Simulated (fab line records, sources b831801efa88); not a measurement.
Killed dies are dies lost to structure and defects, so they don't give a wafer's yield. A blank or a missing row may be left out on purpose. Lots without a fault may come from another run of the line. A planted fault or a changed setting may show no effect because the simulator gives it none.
A struck lot beside a sound one | flow gf180mcu | 33 steps out of a route of 602
Sound: wafers L206.3, L206.4, L206.6. Struck: wafers L221.1, L221.2, L221.5. The cause comes at the end.
At each step with rows: each side's tool, then ch and its chambers, then its first start. Under that, the readings that differ: sound wafers | struck wafers | difference of the means | sigmas: that difference in standard deviations of wafers without a fault.
alike: readings whose means differ by less than 2 such deviations, and words and numbers that are the same on both sides. not compared: withheld readings, readings that some wafer has no value for, bounds like >300 that may hide the same value, and numbers for which the record gives no deviation and whose values overlap.
The two part at a step that has a row with sigmas, a row that says differs or no value, or rows on one side only. Numbers that don't overlap but have no deviation are shown without sigmas and don't part them. A reading that every wafer of one side lacks parts them only if that side has two wafers or more.

GF_HV_LDD_TW_MEAS_23:
  sound on film_metro-04, day 12 16:11; struck on film_metro-04, day 17 16:59
  alike: HV_LDD_2_TW
then, 7 steps without rows for these wafers: GF_HV_LDD_DEHYDRATE_24 (time 60 s); GF_HV_LDD_HMDS_25 (prime time 60 s); GF_HV_LDD_COAT_26 (resist thk 1000 nm); GF_HV_LDD_SOFTBAKE_27 (time 60 s); GF_HV_LDD_EXPOSE_28 (exposes mask Nplus HV AREA, target cd 400 nm); GF_HV_LDD_PEB_29; GF_HV_LDD_DEVELOP_30 (develop time 60 s).
GF_HV_LDD_CD_MEAS_31: target cd 400 nm.
  sound on cd_sem-01, day 13 11:21; struck on cd_sem-01, day 18 16:38
  alike: cd_nm
GF_HV_LDD_OVL_MEAS_32:
  sound on overlay-02, day 13 11:26; struck on overlay-02, day 18 16:46
  alike: HV_LDD_02_OVL
then, 2 steps without rows for these wafers: GF_HV_LDD_IMPLANT_33; GF_HV_LDD_IMPLANT_34.
GF_HV_LDD_IMPLANT_35:
  sound on implanter-04 ch 0, day 13 11:49; struck on implanter-01 ch 0, day 18 17:05
  reading            | sound                         | struck                        | difference | sigmas
  dose_ions_cm2      | 7.494e+12 7.496e+12 7.485e+12 | 5.775e+12 5.759e+12 5.776e+12 | -1.722e+12 | -99 or more
  faraday_current_uA | 42.4 41.8 43.1                | 32.3 32.1 33.1                | -9.9       | -13
  alike: tilt_deg
then, 1 step without rows for these wafers: GF_HV_LDD_IMPLANT_36.
GF_HV_LDD_STRIP_37: strips in O2/N2.
  sound on plasma_asher-01 ch 0,1, day 13 12:06; struck on plasma_asher-02 ch 0,1, day 18 17:23
  alike: drypump_motor_current_A, heater_power_w, oes_product_au, strip_time_to_endpoint_s
  not compared: rf_hours_counter_h
GF_HV_LDD_TW_MEAS_38:
  sound on film_metro-04, day 13 12:11; struck on film_metro-04, day 18 17:29
  reading     | sound          | struck         | difference | sigmas
  HV_LDD_3_TW | 1438 1436 1425 | 1404 1410 1406 | -26        | -4
then, 7 steps without rows for these wafers: GF_HV_LDD_DEHYDRATE_39 (time 60 s); GF_HV_LDD_HMDS_40 (prime time 60 s); GF_HV_LDD_COAT_41 (resist thk 1000 nm); GF_HV_LDD_SOFTBAKE_42 (time 60 s); GF_HV_LDD_EXPOSE_43 (exposes mask Pplus HV AREA, target cd 400 nm); GF_HV_LDD_PEB_44; GF_HV_LDD_DEVELOP_45 (develop time 60 s).
GF_HV_LDD_CD_MEAS_46: target cd 400 nm.
  sound on cd_sem-02, day 14 08:12; struck on cd_sem-01, day 19 17:52
  alike: cd_nm
GF_HV_LDD_OVL_MEAS_47:
  sound on overlay-01, day 14 08:17; struck on overlay-01, day 19 17:59
  alike: HV_LDD_03_OVL
then, 1 step without rows for these wafers: GF_HV_LDD_IMPLANT_48.
GF_HV_LDD_STRIP_49: strips in O2/N2.
  sound on plasma_asher-01 ch 0,1, day 14 08:30; struck on plasma_asher-03 ch 0,1, day 19 18:10
  alike: drypump_motor_current_A, heater_power_w, oes_product_au, strip_time_to_endpoint_s
  not compared: rf_hours_counter_h
GF_HV_LDD_TW_MEAS_50:
  sound on film_metro-03, day 14 08:35; struck on film_metro-01, day 19 18:16
  reading     | sound       | struck      | difference | sigmas
  HV_LDD_4_TW | 572 575 573 | 568 563 567 | -7         | -2
then, 1 step without rows for these wafers: GF_HV_LDD_CLEAN_51 (cleans in SC1/SC2, time 156.8 s).
GF_HV_LDD_RTA_52: time 10 s.
  sound on rtp_anneal-01 ch 0, day 14 08:42; struck on rtp_anneal-02 ch 0, day 19 18:23
  reading            | sound    | struck   | difference | sigmas
  lamp_power_pct (%) | 43 43 43 | 34 34 34 | -9         | -2
  alike: wafer_temp_C_max
GF_HV_LDD_RS_MEAS_53: measures by four-point-probe.
  sound on film_metro-01, day 14 08:47; struck on film_metro-03, day 19 18:27
  reading            | sound             | struck            | difference | sigmas
  HV_LDD_RS (ohm/sq) | 417.3 417.9 419.0 | 422.6 423.4 422.5 | +4.8       | +6
then, 1 step without rows for these wafers: GF_HV_LDD_CVD_54 (deposits SiO2 from TEOS, target thk 10 nm, time 75 s).
-- the record jumps here: 15 days lie between the struck wafers' starts before and after (it left off in module HV_LDD and takes up again in module PASSIVATION, whose first step shown is number 602 of the route) --
GF_PASSIVATION_PROBE_99:
  the record has rows for the struck wafers here (prober-02, day 34 18:44) and none for the sound ones

WHERE THEY PART
First at GF_HV_LDD_IMPLANT_35; last, within this record, at GF_PASSIVATION_PROBE_99.

WHY: what the simulator had put in
Process parameter drift: implanter-01, from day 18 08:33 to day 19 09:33, at GF_HV_LDD_IMPLANT_35. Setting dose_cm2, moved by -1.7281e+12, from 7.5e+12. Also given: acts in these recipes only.
